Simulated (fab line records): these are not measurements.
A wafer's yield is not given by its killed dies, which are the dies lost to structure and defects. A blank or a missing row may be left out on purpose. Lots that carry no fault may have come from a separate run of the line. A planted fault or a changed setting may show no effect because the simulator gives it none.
fab line records    flow sfq-line
record lots=5  wafers=14  last-day=94
route steps=325 shown M6@255 I6@266 M7@281
lots with no fault: from the same line, run without faults
start-h: the number of hours between the record's first day and the start of the first shown wafer of the lot    wait-h: hours elapsed since this lot's preceding step    " as in the row above    L1.1+2: a row that stands for several wafers    - either no value or no given start    * or withheld: withheld    < > ~ a bound
route shown NAME@n: a module of which the file shows steps, and the number in the route of the first    usual: mean/standard deviation taken from wafers without a fault    same: alike in all rows    chamber/n: place in a boat    sites: per-site readings    _std_site: the values' standard deviation    _edge_site: mean of outer sites minus mean of inner sites    radius-mm: how far each site lies from the wafer's centre    mask NAME#n: copy n    behind: the most recent tool/chamber to have shaped the wafer    hold: what put the lot on hold/how long, in hours/how the hold closed    device: which transistor (n, p or np) failed to switch    end of line: the same wafers' tests at the end of the route    a step given without rows: its recipe and nothing more    killed: dies lost to structure and defects at the first sort, not the wafer's yield    map: the dies of a wafer, with x for killed, . for not killed, _ for no die there
set.NAME: setting as actually run; set.NAME@STEP: the setting as run at that earlier step    model.NAME: the simulator's own value behind a step, which no gauge read
a table for each step, a row for each wafer; lots at some steps of the route
services: when a tool's chamber went out of use (start-h, in hours from the record's first day, below 0 if earlier), for how many hours, and the reason
## steps
# step SFQ_TRILAYER_M6_LITHO_COAT_164
# recipe resist=BARC  spin-rpm=3000  resist-thk-nm=62
# step SFQ_TRILAYER_M6_LITHO_COAT_159
# recipe resist=KrF  spin-rpm=3000  resist-thk-nm=600
# step SFQ_TRILAYER_M6_LITHO_SOFTBAKE_163
# recipe temp-c=withheld  time-s=withheld  resist=KrF
# step SFQ_TRILAYER_M6_LITHO_EXPOSE_160
# recipe mask-id=M6  na=0.6  source-shape=conventional  sigma-outer=0.65  target-cd-nm=500  dose-mj=14.4
# step SFQ_TRILAYER_M6_LITHO_PEB_162
# recipe peb-temp-c=115  peb-time-s=60  resist=KrF
# step SFQ_TRILAYER_M6_LITHO_DEVELOP_161
# recipe time-s=60  resist=KrF
# step SFQ_M6_OVL_MEAS_940
# usual M6_OVL=2/5.8
lot.wafer  tool        chamber  start-h  wait-h  M6_OVL[nm]
L427.3     overlay-02  -        1769.58  0.1     2
L427.4     "           -        "        "       3
L427.5     "           -        "        "       -1
L432.1     overlay-02  -        1784.09  0.1     6
L432.5     "           -        "        "       5
L432.6     "           -        "        "       8
L439.3     overlay-02  -        1855.39  0.1     11
L439.4     "           -        "        "       9
L444.3     overlay-02  -        1861.39  0.1     9
L444.4     "           -        "        "       9
L444.5     "           -        "        "       6
L448.4     overlay-02  -        1970.01  0.1     10
L448.5     "           -        "        "       14
L448.6     "           -        "        "       8
# step SFQ_TRILAYER_M6_BARC_OPEN_METAL_ETCH_206
# recipe mask-material=PR  chemistry=O2  target-depth-nm=125  target=BARC  icp-w=600  bias-w=80  pressure-mtorr=10  time-s=41.7
# usual drypump-motor-current-A=5.9/0.52  oes-product-au=0.685/0.0042
lot.wafer  tool          chamber  start-h  wait-h  drypump-motor-current-A  oes-product-au  rf-hours-counter-h
L427.3     rie-metal-03  1        1769.62  0.0     6.5                      0.685           -
L427.4     "             0        "        "       5.1                      0.684           -
L427.5     "             0        "        "       5.1                      0.689           -
L432.1     rie-metal-02  0        1784.13  0.0     6.3                      0.685           93
L432.5     "             1        "        "       5.9                      0.682           -
L432.6     "             0        "        "       6.3                      0.688           -
L439.3     rie-metal-02  0        1855.43  0.0     6.3                      0.685           -
L439.4     "             1        "        "       5.8                      0.693           -
L444.3     rie-metal-02  0        1861.43  0.0     6.3                      0.692           -
L444.4     "             1        "        "       5.8                      0.683           -
L444.5     "             0        "        "       6.3                      0.682           -
L448.4     rie-metal-02  0        1970.11  0.1     6.3                      0.688           -
L448.5     "             0        "        "       6.3                      0.684           -
L448.6     "             0        "        "       6.3                      0.682           -
# step SFQ_TRILAYER_M6_ETCH_METAL_ETCH_162
# recipe target=Nb  stop-on=SiO2  mask-material=PR  chemistry=Cl2/Ar  target-depth-nm=240  icp-w=600  bias-w=80  pressure-mtorr=10  time-s=120
# usual drypump-motor-current-A=5.9/0.52  oes-product-au=0.894/0.0083
lot.wafer  tool          chamber  start-h  wait-h  drypump-motor-current-A  oes-product-au  rf-hours-counter-h
L427.3     rie-metal-03  1        1769.71  0.1     6.5                      0.891           -
L427.4     "             0        "        "       5.0                      0.900           -
L427.5     "             0        "        "       5.1                      0.890           -
L432.1     rie-metal-02  0        1784.19  0.0     6.3                      0.904           93
L432.5     "             1        "        "       5.9                      0.901           -
L432.6     "             0        "        "       6.3                      0.906           -
L439.3     rie-metal-02  0        1855.51  0.1     6.3                      0.901           -
L439.4     "             1        "        "       5.9                      0.894           -
L444.3     rie-metal-02  0        1861.51  0.1     6.3                      0.897           -
L444.4     "             1        "        "       5.8                      0.895           -
L444.5     "             0        "        "       6.3                      0.904           -
L448.4     rie-metal-02  0        1970.35  0.2     6.3                      0.900           -
L448.5     "             0        "        "       6.3                      0.899           -
L448.6     "             0        "        "       6.3                      0.900           -
# step SFQ_TRILAYER_M6_STRIP_STRIP_163
# recipe gas=O2  power-w=200  platen-temp-c=40  overash-fraction=0.65  chemistry=O2  pressure-mtorr=50
# step SFQ_TRILAYER_M6_STRIP_SOLV_CLEAN_164
# recipe chemistry=NMP  temp-c=70  time-s=600
# step SFQ_TRILAYER_I6_DEP_PECVD_165
# recipe material=SiO2  temp-c=150  time-s=111.11  pressure-torr=2.4  rf-w=183.3  precursor=SiH4/N2O  target-thk-nm=500
# usual heater-power-w=91/13  throttle-valve-pct=24.3/1.7
lot.wafer  tool      chamber  start-h  wait-h  heater-power-w  throttle-valve-pct
L427.3     pecvd-02  0        1770.56  0.0     101             24.2
L427.4     "         2        "        "       95              27.6
L427.5     "         1        "        "       92              24.4
L432.1     pecvd-02  0        1785.09  0.0     99              24.4
L432.5     "         1        "        "       94              24.5
L432.6     "         0        "        "       103             24.2
L439.3     pecvd-01  2        1856.37  0.0     72              23.1
L439.4     "         0        "        "       83              21.7
L444.3     pecvd-03  1        1862.37  0.0     109             25.1
L444.4     "         2        "        "       82              25.9
L444.5     "         1        "        "       111             25.6
L448.4     pecvd-03  1        1972.34  0.0     101             25.8
L448.5     "         0        "        "       98              23.5
L448.6     "         2        "        "       86              25.9
# step SFQ_TRILAYER_I6_CMP_CMP_166
# recipe material=SiO2  down-force-psi=3  platen-rpm=60  pad-velocity-m-s=0.94248
# usual motor-current-A=10.1/0.72  platen-rpm=60.00/0.043  time-to-endpoint-s=201/9.4
lot.wafer  tool    chamber  start-h  wait-h  motor-current-A  platen-rpm  time-to-endpoint-s  model.SiO2_of_TRILAYER_I6_DEP_PECVD_165.thk-nm
L427.3     cmp-02  0        1771.14  0.5     10.8             60.01       190                 197.1
L427.4     "       1        "        "       9.9              59.92       202                 198.3
L427.5     "       3        1772.64  2.0     10.4             59.94       198                 197.7
L432.1     cmp-02  2        1790.87  5.7     9.7              59.99       206                 200.3
L432.5     "       3        "        "       10.3             59.99       208                 198.5
L432.6     "       0        "        "       11.5             60.05       204                 196.2
L439.4     cmp-02  0        1860.43  4.0     11.0             60.03       210                 196.9
L439.3     "       1        "        "       9.3              60.01       174                 247.9
L444.3     cmp-01  0        1873.82  11.4    10.7             60.06       208                 199.2
L444.4     "       1        "        "       9.8              59.92       207                 197.4
L444.5     "       0        1875.82  13.4    10.8             60.01       216                 200.6
L448.4     cmp-02  1        1973.37  1.0     9.5              59.96       203                 198.3
L448.6     "       3        1974.37  2.0     10.3             60.00       209                 197.5
L448.5     "       0        "        "       10.8             60.04       196                 195.5
# step SFQ_I6_BOW_MEAS_941
# recipe mode=bow
# usual I6_BOW=7/11
lot.wafer  tool           chamber  start-h  wait-h  I6_BOW[um]
L427.3     film-metro-02  -        1773.68  2.0     -8
L427.4     "              -        "        "       11
L427.5     "              -        "        "       13
L432.1     film-metro-02  -        1792.37  1.0     0
L432.5     "              -        "        "       1
L432.6     "              -        "        "       12
L439.3     film-metro-02  -        1862.97  1.5     5
L439.4     "              -        "        "       -6
L439.3     film-metro-02  -        1864.29  1.3     -
L439.4     "              -        "        "       -
L444.3     film-metro-01  -        1876.86  2.5     22
L444.4     "              -        "        "       4
L444.5     "              -        "        "       11
L448.4     film-metro-04  -        1975.43  1.6     -4
L448.5     "              -        "        "       -11
L448.6     "              -        "        "       -16
# step SFQ_TRILAYER_I6_METRO_MEASURE_167
# usual thk-nm=198.3/1.6
lot.wafer  tool           chamber  start-h  wait-h  thk-nm
L427.3     film-metro-02  -        1774.16  0.5     197.0
L427.4     "              -        "        "       198.4
L427.5     "              -        "        "       197.7
L432.1     film-metro-02  -        1792.49  0.1     200.2
L432.5     "              -        "        "       198.5
L432.6     "              -        "        "       196.3
L439.3     film-metro-02  -        1868.33  4.0     248.1
L439.4     "              -        "        "       197.0
L439.3     film-metro-02  -        1870.65  2.1     247.8
L439.4     "              -        "        "       196.8
L444.3     film-metro-01  -        1877.34  0.5     199.3
L444.4     "              -        "        "       197.1
L444.5     "              -        "        "       200.6
L448.4     film-metro-04  -        1976.09  0.6     198.4
L448.5     "              -        "        "       195.5
L448.6     "              -        "        "       197.5
# step SFQ_TRILAYER_I6_VIA_LITHO_COAT_174
# recipe resist=BARC  spin-rpm=3000  resist-thk-nm=62
# step SFQ_TRILAYER_I6_VIA_LITHO_COAT_169
# recipe resist=KrF  spin-rpm=3000  resist-thk-nm=650
# step SFQ_TRILAYER_I6_VIA_LITHO_SOFTBAKE_173
# recipe temp-c=withheld  time-s=withheld  resist=KrF
# step SFQ_TRILAYER_I6_VIA_LITHO_EXPOSE_170
# recipe mask-id=I6  na=0.6  source-shape=conventional  sigma-outer=0.65  target-cd-nm=700  dose-mj=21.3
# step SFQ_TRILAYER_I6_VIA_LITHO_PEB_172
# recipe peb-temp-c=115  peb-time-s=60  resist=KrF
# step SFQ_TRILAYER_I6_VIA_LITHO_DEVELOP_171
# recipe time-s=60  resist=KrF
# step SFQ_I6_OVL_MEAS_942
# usual I6_OVL=3/5.8
lot.wafer  tool        chamber  start-h  wait-h  I6_OVL[nm]
L427.3     overlay-01  -        1835.83  0.1     0
L427.4     "           -        "        "       -5
L427.5     "           -        "        "       2
L432.1     overlay-01  -        1841.82  0.1     1
L432.5     "           -        "        "       1
L432.6     "           -        "        "       0
L439.3     overlay-02  -        1965.20  0.1     3
L439.4     "           -        "        "       0
L444.3     overlay-02  -        1988.13  0.1     9
L444.4     "           -        "        "       9
L444.5     "           -        "        "       8
L448.4     overlay-01  -        2085.46  0.1     -9
L448.5     "           -        "        "       2
L448.6     "           -        "        "       -5
# step SFQ_TRILAYER_I6_VIA_BARC_OPEN_VIA_ETCH_235
# recipe mask-material=PR  chemistry=O2  target-depth-nm=125  target=BARC  source-w=500  bias-w=80  pressure-mtorr=30  time-s=41.7
# usual drypump-motor-current-A=5.5/0.45  oes-product-au=0.685/0.0045
lot.wafer  tool         chamber  start-h  wait-h  drypump-motor-current-A  oes-product-au  rf-hours-counter-h
L427.3     rie-diel-01  3        1835.85  0.0     5.6                      0.680           18
L427.4     "            2        "        "       4.8                      0.689           -
L427.5     "            1        "        "       5.2                      0.690           -
L432.1     rie-diel-04  1        1841.85  0.0     5.6                      0.684           14
L432.5     "            2        "        "       5.5                      0.686           -
L432.6     "            3        "        "       6.2                      0.690           -
L439.3     rie-diel-04  0        1965.23  0.0     5.0                      0.688           15
L439.4     "            2        "        "       5.5                      0.681           1
L444.3     rie-diel-01  2        1988.15  0.0     4.9                      0.689           3
L444.4     "            0        "        "       5.4                      0.686           -
L444.5     "            1        "        "       5.2                      0.687           -
L448.4     rie-diel-03  1        2085.48  0.0     5.8                      0.679           2
L448.5     "            2        "        "       5.7                      0.683           -
L448.6     "            3        "        "       5.0                      0.683           -
# step SFQ_TRILAYER_I6_VIA_ETCH_VIA_ETCH_172
# recipe target=SiO2  stop-on=Nb  mask-material=PR  taper-deg=20  chemistry=CHF3  target-depth-nm=260  source-w=500  bias-w=80  pressure-mtorr=30  time-s=withheld
# usual drypump-motor-current-A=5.5/0.45  oes-product-au=0.851/0.006
lot.wafer  tool         chamber  start-h  wait-h  drypump-motor-current-A  oes-product-au  model.etch.depth-nm  model.I6.feature-depth-nm
L427.3     rie-diel-01  3        1835.89  0.0     5.6                      0.845           197.1                197.1
L427.4     "            2        "        "       4.8                      0.849           198.3                198.3
L427.5     "            1        "        "       5.2                      0.845           197.7                197.7
L432.1     rie-diel-04  1        1841.89  0.0     5.6                      0.854           200.3                200.3
L432.5     "            2        "        "       5.5                      0.851           198.5                198.5
L432.6     "            3        "        "       6.3                      0.843           196.2                196.2
L439.3     rie-diel-04  0        1965.27  0.0     5.0                      0.966           247.9                247.9
L439.4     "            2        "        "       5.5                      0.852           196.9                196.9
L444.3     rie-diel-01  2        1988.19  0.0     4.8                      0.854           199.2                199.2
L444.4     "            0        "        "       5.4                      0.837           197.4                197.4
L444.5     "            1        "        "       5.2                      0.856           200.6                200.6
L448.4     rie-diel-03  1        2085.52  0.0     5.8                      0.844           198.3                198.3
L448.5     "            2        "        "       5.7                      0.842           195.5                195.5
L448.6     "            3        "        "       5.0                      0.852           197.5                197.5
# step SFQ_TRILAYER_I6_VIA_STRIP_STRIP_173
# recipe gas=O2  power-w=200  platen-temp-c=40  overash-fraction=0.65  chemistry=O2  pressure-mtorr=50
# usual drypump-motor-current-A=5.7/0.55  oes-product-au=1.003/0.014
lot.wafer  tool          chamber  start-h  wait-h  drypump-motor-current-A  oes-product-au  rf-hours-counter-h
L427.3     rie-metal-04  1        1836.41  -       5.7                      1.004           -
L427.4     "             1        "        "       5.7                      0.999           -
L427.5     "             1        "        "       5.7                      1.003           -
L432.1     rie-metal-01  0        1842.01  -       5.0                      0.995           28
L432.5     "             1        "        "       5.6                      1.021           -
L432.6     "             0        "        "       5.0                      0.993           -
L439.3     rie-metal-04  1        1965.58  -       5.7                      1.019           -
L439.4     "             0        "        "       6.2                      1.002           -
L444.3     rie-metal-04  0        1988.51  -       6.2                      0.995           -
L444.4     "             1        "        "       5.7                      1.010           -
L444.5     "             1        "        "       5.7                      1.009           -
L448.4     rie-metal-03  1        2085.83  -       6.5                      0.998           -
L448.5     "             1        "        "       6.5                      0.997           -
L448.6     "             0        "        "       5.1                      0.997           -
# step SFQ_TRILAYER_I6_VIA_STRIP_SOLV_CLEAN_174
# recipe chemistry=NMP  temp-c=70  time-s=600
# step SFQ_TRILAYER_M7_DEP_PRE_CLEAN_176
# recipe gas=Ar  time-s=22.5  bias-v=250
lot.wafer  tool            chamber  start-h  wait-h  model.SiO2_of_TRILAYER_I6_DEP_PECVD_165.thk-nm
L427.3     pvd-sputter-04  -        1837.38  0.0     189.6
L427.4     "               -        "        "       190.8
L427.5     "               -        "        "       190.2
L432.1     pvd-sputter-05  -        1842.78  0.0     192.8
L432.5     "               -        "        "       191
L432.6     "               -        "        "       188.7
L439.3     pvd-sputter-04  -        1966.16  0.0     240.4
L439.4     "               -        "        "       189.4
L444.3     pvd-sputter-06  -        1989.08  0.0     191.7
L444.4     "               -        "        "       189.9
L444.5     "               -        "        "       193.1
L448.4     pvd-sputter-05  -        2086.41  0.0     190.8
L448.5     "               -        "        "       188
L448.6     "               -        "        "       190
# step SFQ_TRILAYER_M7_DEP_SPUTTER_175
# recipe material=Nb  base-pressure-pa=1.33e-06  chamber-pressure-pa=0.1333  substrate-temp-c=20  target-thk-nm=200  power-w=2000  time-s=133.3
## services
tool           chamber  start-h  hours  kind
rie-diel-04    0        1746.07  5.5    repair
cmp-02         -        1746.31  1.7    repair
cmp-02         -        1765.87  1.7    repair
rie-diel-01    3        1783.52  7.4    repair
rie-diel-01    0        1784.70  21.5   repair
cmp-02         -        1822.63  3.8    repair
rie-diel-01    3        1822.65  11.5   repair
rie-metal-02   1        1824.40  6.9    repair
cmp-02         -        1826.47  5.6    pm
film-metro-02  -        1827.86  1.0    pm
rie-diel-01    0        1831.82  5.3    repair
cmp-02         -        1838.27  3.0    repair
rie-diel-04    0        1840.91  6.4    repair
rie-diel-04    2        1870.01  5.2    repair
film-metro-02  -        1896.81  0.6    pm
film-metro-02  -        1905.92  0.7    pm
rie-diel-01    2        1912.26  9.8    repair
rie-diel-04    1        1936.58  23.3   repair
rie-diel-04    2        1937.53  2.8    repair
film-metro-02  -        1941.66  1.2    pm
cmp-02         -        1941.72  4.0    pm
cmp-02         -        1956.34  1.0    repair
rie-diel-01    3        1977.87  11.0   repair
cmp-02         -        2007.94  8.8    pm
## key
first-sign step=SFQ_I6_BOW_MEAS_941  reading=visit  direction=added
effect step=SFQ_TRILAYER_I6_METRO_MEASURE_167  reading=visit  direction=added
effect step=SFQ_TRILAYER_I6_METRO_MEASURE_167  reading=thk-nm  direction=up  sigmas=32  usual=198.3  struck=248.1
effect step=SFQ_TRILAYER_I6_VIA_ETCH_VIA_ETCH_172  reading=oes-product-au  direction=up  sigmas=19  usual=0.851  struck=0.966
model-effect step=SFQ_TRILAYER_I6_CMP_CMP_166  value=SiO2_of_TRILAYER_I6_DEP_PECVD_165.thk-nm  without=197.9  struck=247.9
model-effect step=SFQ_TRILAYER_I6_VIA_ETCH_VIA_ETCH_172  value=etch.depth-nm  without=197.9  struck=247.9
model-effect step=SFQ_TRILAYER_M7_DEP_PRE_CLEAN_176  value=SiO2_of_TRILAYER_I6_DEP_PECVD_165.thk-nm  without=190.4  struck=240.4
met-at SFQ_TRILAYER_I6_CMP_CMP_166
struck-wafers L439.3
onset-between 1790.87 1860.43
fault kind=process-parameter-drift  tool=cmp-02  chamber=-  onset-h=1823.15  steps=SFQ_TRILAYER_I6_CMP_CMP_166  channel=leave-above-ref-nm  offset=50  shape=step  end-h=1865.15  scope=struck-wafers-only  acts-in=these-recipes-only  stated=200
